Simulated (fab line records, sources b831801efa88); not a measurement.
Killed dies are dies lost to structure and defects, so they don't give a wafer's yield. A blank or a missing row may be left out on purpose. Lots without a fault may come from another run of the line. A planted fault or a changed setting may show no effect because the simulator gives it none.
Which tool did it? | flow gf180mcu | 12 lots, 36 wafers sampled, at 1 step of a route of 602

WHAT THE GAUGES READ, wafer by wafer
GF_M4_CD_MEAS_14: target cd 280 nm. Usual: cd_nm 279.8 nm, standard deviation 1.1.
lot  | measured     | on        | cd_nm (nm)        | flag
L112 | day 23 14:04 | cd_sem-01 | 279.3 279.9 279.9 |
L116 | day 24 18:13 | cd_sem-01 | 280.5 280.2 282.0 |
L115 | day 24 23:23 | cd_sem-01 | 280.4 280.5 279.7 |
L117 | day 25 05:20 | cd_sem-02 | 280.5 281.2 282.0 |
L122 | day 26 19:44 | cd_sem-01 | 280.3 280.9 281.1 |
L123 | day 27 05:02 | cd_sem-02 | 281.9 281.2 281.2 |
L128 | day 28 15:51 | cd_sem-02 | 280.4 280.5 280.6 |
L129 | day 28 22:00 | cd_sem-02 | 277.5 278.1 278.1 |
L131 | day 29 13:43 | cd_sem-01 | 280.3 279.6 280.8 |
L132 | day 29 15:57 | cd_sem-01 | 279.2 280.7 279.4 |
L134 | day 30 06:07 | cd_sem-02 | 280.3 279.6 278.7 |
L135 | day 30 13:28 | cd_sem-01 | 280.1 279.8 278.9 |

WHICH TOOL RAN EACH LOT (tool, then ch and the chambers of the sampled wafers, then the start)
The record holds no process step before these readings.

WHAT THE TOOLS THEMSELVES READ (means of the sampled wafers that have a number; where no wafer has one, the mark that the record gives instead)
The record holds no such reading with a usual standard deviation.

THE ANSWER, worked out from the rows above alone
Rule: a lot is off if the mean of its wafers that have a number lies more than 3 standard deviations from the usual mean. A lot without any number at a reading at which 4 lots or more have one is off too. The other lots that the step has rows for count as sound. The gauges are gone through in route order, then the tools' own readings, and for those a lot's mean is taken as printed above. The first step at which some lot is off is used, and at that step the reading that is off furthest; a lot without a number counts as furthest.
No lot is off at any reading shown: from this, nothing can be told.

WHAT THE SIMULATOR HAD PUT IN
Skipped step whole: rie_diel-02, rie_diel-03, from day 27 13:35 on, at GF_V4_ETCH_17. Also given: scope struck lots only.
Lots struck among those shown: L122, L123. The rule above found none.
